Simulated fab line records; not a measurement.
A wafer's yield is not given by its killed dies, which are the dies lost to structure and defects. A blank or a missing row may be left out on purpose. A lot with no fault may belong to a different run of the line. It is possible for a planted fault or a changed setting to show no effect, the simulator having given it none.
The tool behind it: which one?    flow sky130    Sampling: 12 lots, 36 wafers, 3 of 708 route steps

== WHAT THE GAUGES READ, wafer by wafer ==
SKY_VIA4_RS_MEAS_19: measurement is done with a four-point probe.
lot   measured      on            VIA4_W_RS (ohm/sq)
L250  day 44 10:43  filmMetro-02  0.2287 0.2281 0.2292
L251  day 44 13:19  filmMetro-03  0.2273 0.2273 0.2267
L253  day 45 01:44  filmMetro-03  0.2268 0.2293 0.2287
L254  day 45 04:44  filmMetro-02  0.2286 0.2272 0.2308
L255  day 45 06:56  filmMetro-02  0.2292 0.2241 0.2270
L257  day 45 19:31  filmMetro-04  0.3631 0.2298 0.2265 0.3628 0.2297 0.2271
L258  day 46 03:48  filmMetro-04  0.3591 0.3571 0.2248 0.3588 0.3576 0.2247
L269  day 48 18:54  filmMetro-04  0.2239 0.2241 0.2243
L268  day 48 19:01  filmMetro-03  0.2280 0.2280 0.2285
L270  day 49 03:20  filmMetro-03  0.2287 0.2266 0.2267
L271  day 49 05:07  filmMetro-03  0.2283 0.2277 0.2274
L272  day 49 14:29  filmMetro-03  0.2304 0.2288 0.2292

SKY_VIA4_THK_MEAS_20: measures by xrf.
lot   measured      on            VIA4_W_THK (nm)
L250  day 44 10:50  filmMetro-02  520 522 517
L251  day 44 13:26  filmMetro-03  528 526 523
L253  day 45 01:52  filmMetro-03  527 523 525
L254  day 45 04:51  filmMetro-02  523 524 515
L255  day 45 07:04  filmMetro-02  524 534 527
L257  day 46 01:25  filmMetro-04  331 527 534 330 527 536
L258  day 46 07:55  filmMetro-04  334 337 538 334 337 540
L269  day 48 19:01  filmMetro-04  541 538 538
L268  day 48 19:07  filmMetro-03  524 531 523
L270  day 49 03:26  filmMetro-03  529 535 534
L271  day 49 05:13  filmMetro-03  528 530 531
L272  day 49 14:37  filmMetro-03  523 529 528

== EACH LOT AND THE TOOL THAT RAN IT (in order: tool; ch and the chambers of the sampled wafers; start) ==
lot   SKY_VIA4_CVD_18
L250  cvdW-02 ch 0,1, day 44 10:34
L251  cvdW-01 ch 0,1, day 44 13:10
L253  cvdW-01 ch 1, day 45 01:35
L254  cvdW-02 ch 0,1, day 45 04:35
L255  cvdW-02 ch 0,1, day 45 06:47
L257  cvdW-02 ch 0,1, day 45 19:22
L258  cvdW-02 ch 0,1, day 46 03:39
L269  cvdW-02 ch 0,1, day 48 18:44
L268  cvdW-01 ch 0,1, day 48 18:50
L270  cvdW-01 ch 1, day 49 03:04
L271  cvdW-01 ch 1, day 49 04:55
L272  cvdW-01 ch 0, day 49 14:20
- SKY_VIA4_CVD_18: deposits W, target thk 505 nm, time 152.14 s.

== AS READ BY THE TOOLS THEMSELVES (means over the sampled wafers that have a number; for cases with no such wafer, the mark the record gives instead) ==
SKY_VIA4_CVD_18.
lot   tool     heaterPowerW (W)
L250  cvdW-02  826
L251  cvdW-01  869
L253  cvdW-01  892
L254  cvdW-02  816
L255  cvdW-02  884
L257  cvdW-02  821
L258  cvdW-02  822
L269  cvdW-02  827
L268  cvdW-01  854
L270  cvdW-01  892
L271  cvdW-01  900
L272  cvdW-01  828

== THE ANSWER, worked out from the rows above alone ==
Rule: what is usual is taken from the lots themselves. Put in order of their means at a reading, lots are off if they are a third of the lots or fewer, leave a main group of 4 or more, and stand apart from it by a gap of 3 or more times the standard deviation of the main group's means; of several such gaps the widest counts. A main group whose means are all the same, to the digits that the tables above print for the reading, isn't used. Also off: a lot with no number at a reading for which 4 or more lots have one. The other lots that the step has rows for count as sound. After the gauges, taken in route order, come the tools' own readings; for these a lot's mean is taken, as printed above. The first step at which some lot is off is used, and at that step the reading that is off furthest; a lot without a number counts as furthest.
Off: L257, L258, seen at SKY_VIA4_RS_MEAS_19 (VIA4_W_RS). The main group has a mean of 0.2277 ohm/sq with a standard deviation of 0.0014.
If a tool, at a process step before that reading, ran all the lots that are off and no sound lot after the first of them, it fits. The gauges at SKY_VIA4_RS_MEAS_19 are tried like those tools. Not one of the candidates tried fits.

== WHAT THE SIMULATOR HAD INSERTED ==
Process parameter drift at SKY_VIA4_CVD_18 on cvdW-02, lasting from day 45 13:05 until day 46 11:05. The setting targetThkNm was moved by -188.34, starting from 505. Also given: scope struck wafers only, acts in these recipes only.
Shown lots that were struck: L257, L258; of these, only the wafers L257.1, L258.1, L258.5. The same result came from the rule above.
